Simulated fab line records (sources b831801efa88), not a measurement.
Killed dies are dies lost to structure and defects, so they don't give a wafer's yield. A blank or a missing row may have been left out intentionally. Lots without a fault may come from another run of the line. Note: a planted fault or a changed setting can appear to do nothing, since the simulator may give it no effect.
Which tool is to blame?    flow sky130    24 lots, 72 wafers sampled, at 4 steps of a route of 708

== WHAT THE GAUGES SHOWED, per wafer ==
SKY_METAL3_CD_MEAS_13 targets a cd of 300 nm.
lot   measured      on         cd nm (nm)
L074  day 37 22:28  cd sem-01  302.0 301.7 302.3
L075  day 38 12:22  cd sem-01  298.8 299.3 300.6
L076  day 38 23:41  cd sem-01  300.8 301.4 300.3
L077  day 39 01:41  cd sem-02  301.9 302.7 301.6
L078  day 39 19:20  cd sem-01  302.9 300.5 302.1
L079  day 39 19:41  cd sem-02  298.9 298.2 297.8
L080  day 40 05:45  cd sem-01  301.5 302.9 301.8
L081  day 40 12:50  cd sem-02  300.4 298.9 300.2
L082  day 40 20:32  cd sem-01  299.9 299.5 298.3
L083  day 41 19:18  cd sem-02  301.2 298.6 299.9
L084  day 41 20:29  cd sem-02  300.4 301.2 301.4
L085  day 41 23:01  cd sem-02  298.1 298.3 298.8
L086  day 42 12:44  cd sem-01  299.4 300.0 301.4
L087  day 43 03:01  cd sem-01  300.8 299.7 299.3
L088  day 43 11:31  cd sem-01  299.2 300.8 300.7
L089  day 43 16:14  cd sem-02  301.5 300.3 300.8
L090  day 43 17:20  cd sem-01  300.7 300.0 301.7
L091  day 43 20:23  cd sem-01  298.1 298.2 297.5
L092  day 43 21:49  cd sem-01  303.9 302.0 303.3
L093  day 44 01:28  cd sem-01  301.5 302.1 301.9
L094  day 44 04:59  cd sem-01  300.1 299.2 301.4
L095  day 45 01:41  cd sem-02  298.9 300.9 300.4
L096  day 45 02:32  cd sem-01  301.4 302.1 301.0
L097  day 45 12:32  cd sem-01  297.9 298.9 298.6

SKY_METAL4_OVL_MEAS_14.
lot   measured      on          METAL4_OVL (nm)
L074  day 41 04:43  overlay-02  13 7 11
L075  day 41 18:28  overlay-01  1 -3 6
L076  day 42 03:50  overlay-02  -3 -1 4
L077  day 42 07:24  overlay-01  11 1 3
L078  day 42 23:33  overlay-01  4 1 6
L079  day 43 00:34  overlay-01  2 6 3
L080  day 43 07:46  overlay-01  4 12 5
L081  day 43 14:15  overlay-02  4 8 9
L082  day 43 23:19  overlay-02  -5 -5 -6
L083  day 44 18:39  overlay-02  0 -2 -3
L084  day 44 20:24  overlay-01  -1 -2 7
L085  day 45 01:25  overlay-01  5 5 -3
L086  day 45 09:37  overlay-02  2 1 4
L087  day 46 00:22  overlay-02  -3 3 0
L088  day 46 08:34  overlay-02  1 2 -5
L089  day 46 11:55  overlay-02  2 4 7
L090  day 46 13:02  overlay-01  -6 -5 -2
L091  day 46 14:49  overlay-01  -3 1 1
L092  day 46 17:28  overlay-02  7 5 2
L093  day 46 20:26  overlay-01  7 7 5
L094  day 47 00:13  overlay-01  9 6 10
L095  day 47 15:55  overlay-01  -7 -8 -14
L096  day 47 16:13  overlay-02  -6 -4 -5
L097  day 48 00:17  overlay-01  8 3 3

== WHAT TOOL EACH LOT RAN ON (gives the tool, then ch and the chambers of the sampled wafers, and finally the start) ==
lot   SKY_CAPM_SPUTTER_02           SKY_METAL4_SPUTTER_02
L074  pvd sputter-01, day 35 18:37  pvd sputter-02, day 39 03:21
L075  pvd sputter-02, day 36 08:17  pvd sputter-02, day 39 16:49
L076  pvd sputter-03, day 36 20:02  pvd sputter-04, day 40 03:58
L077  pvd sputter-02, day 36 22:30  pvd sputter-02, day 40 05:43
L078  pvd sputter-03, day 37 16:18  pvd sputter-02, day 40 23:41
L079  pvd sputter-01, day 37 16:24  pvd sputter-03, day 40 23:44
L080  pvd sputter-02, day 38 03:27  pvd sputter-04, day 41 09:09
L081  pvd sputter-03, day 38 09:35  pvd sputter-02, day 41 16:25
L082  pvd sputter-02, day 38 17:38  pvd sputter-02, day 42 00:18
L083  pvd sputter-03, day 39 17:37  pvd sputter-04, day 42 21:22
L084  pvd sputter-03, day 39 18:59  pvd sputter-04, day 42 22:19
L085  pvd sputter-03, day 39 20:47  pvd sputter-04, day 43 01:21
L086  pvd sputter-03, day 40 12:09  pvd sputter-02, day 43 14:03
L087  pvd sputter-02, day 41 03:32  pvd sputter-03, day 44 04:54
L088  pvd sputter-02, day 41 12:18  pvd sputter-03, day 44 12:44
L089  pvd sputter-03, day 41 18:01  pvd sputter-04, day 44 17:41
L090  pvd sputter-01, day 41 19:10  pvd sputter-02, day 44 18:45
L091  pvd sputter-03, day 41 21:59  pvd sputter-04, day 44 21:43
L092  pvd sputter-01, day 41 22:55  pvd sputter-03, day 44 23:06
L093  pvd sputter-02, day 42 03:01  pvd sputter-02, day 45 02:59
L094  pvd sputter-02, day 42 07:11  pvd sputter-04, day 45 06:00
L095  pvd sputter-03, day 43 05:06  pvd sputter-02, day 46 02:52
L096  pvd sputter-01, day 43 05:34  pvd sputter-04, day 46 03:28
L097  pvd sputter-03, day 43 17:40  pvd sputter-04, day 46 12:30
- SKY_CAPM_SPUTTER_02: material TiN, target thk 200 nm, time 166.7 s.
- SKY_METAL4_SPUTTER_02: material AlCu, target thk 735 nm, time 39.1 s.

== WHAT THE TOOLS THEMSELVES READ (means of the sampled wafers that have a number; where no wafer has one, the mark that the record gives instead) ==
SKY_CAPM_SPUTTER_02.
lot   tool            chamber pressure pa (Pa)  substrate temp c (C)  throttle valve pct (%)
L074  pvd sputter-01  0.4003                    299.96                30.1
L075  pvd sputter-02  0.4002                    300.04                29.9
L076  pvd sputter-03  0.3996                    300.22                28.9
L077  pvd sputter-02  0.4002                    300.03                31.2
L078  pvd sputter-03  0.3997                    299.83                29.6
L079  pvd sputter-01  0.4002                    299.92                30.6
L080  pvd sputter-02  0.4000                    299.97                30.8
L081  pvd sputter-03  0.4002                    300.05                29.8
L082  pvd sputter-02  0.4001                    300.23                30.7
L083  pvd sputter-03  0.4001                    299.98                29.9
L084  pvd sputter-03  0.3998                    300.03                28.9
L085  pvd sputter-03  0.4001                    300.04                29.4
L086  pvd sputter-03  0.4000                    299.90                30.0
L087  pvd sputter-02  0.4004                    300.02                30.4
L088  pvd sputter-02  0.3998                    300.09                30.2
L089  pvd sputter-03  0.3996                    299.93                29.9
L090  pvd sputter-01  0.3999                    299.91                30.2
L091  pvd sputter-03  0.3990                    299.97                29.6
L092  pvd sputter-01  0.4003                    300.02                30.0
L093  pvd sputter-02  0.3993                    299.87                31.0
L094  pvd sputter-02  0.3999                    299.95                30.8
L095  pvd sputter-03  0.4001                    299.99                29.5
L096  pvd sputter-01  0.3995                    300.00                30.6
L097  pvd sputter-03  0.4001                    300.05                30.3

SKY_METAL4_SPUTTER_02.
lot   tool            chamber pressure pa (Pa)  throttle valve pct (%)
L074  pvd sputter-02  0.3998                    30.7
L075  pvd sputter-02  0.3992                    30.7
L076  pvd sputter-04  0.3998                    30.1
L077  pvd sputter-02  0.4002                    30.6
L078  pvd sputter-02  0.4002                    29.6
L079  pvd sputter-03  0.4000                    29.4
L080  pvd sputter-04  0.4004                    28.4
L081  pvd sputter-02  0.3995                    30.6
L082  pvd sputter-02  0.3995                    30.7
L083  pvd sputter-04  0.4003                    29.9
L084  pvd sputter-04  0.4001                    29.2
L085  pvd sputter-04  0.4003                    29.2
L086  pvd sputter-02  0.3991                    30.2
L087  pvd sputter-03  0.3997                    29.3
L088  pvd sputter-03  0.3997                    29.2
L089  pvd sputter-04  0.4004                    29.2
L090  pvd sputter-02  0.3996                    30.8
L091  pvd sputter-04  0.4007                    29.3
L092  pvd sputter-03  0.3996                    29.2
L093  pvd sputter-02  0.3996                    30.8
L094  pvd sputter-04  0.3993                    29.7
L095  pvd sputter-02  0.4001                    30.8
L096  pvd sputter-04  0.3997                    29.2
L097  pvd sputter-04  0.3997                    29.9

== THE ANSWER, worked out from the rows above alone ==
Rule: the usual values come from the lots themselves. Put in order of their means at a reading, lots are off if they are a third of the lots or fewer, leave a main group of 4 or more, and stand apart from it by a gap of 3 or more times the standard deviation of the main group's means; of several such gaps the widest counts. The tables above print the reading to a certain number of digits; a main group whose means all agree to those digits is not used. A lot without any number at a reading at which 4 lots or more have one is off too. All remaining lots with rows at the step are treated as sound. After the gauges, taken in route order, come the tools' own readings; for these a lot's mean is taken, as printed above. At the first step where some lot is off, the reading lying furthest off is the one used; lots without a number count as furthest.
Across all readings shown, no lot is off: no conclusion can be drawn from this.

== WHAT THE SIMULATOR HAD PUT IN ==
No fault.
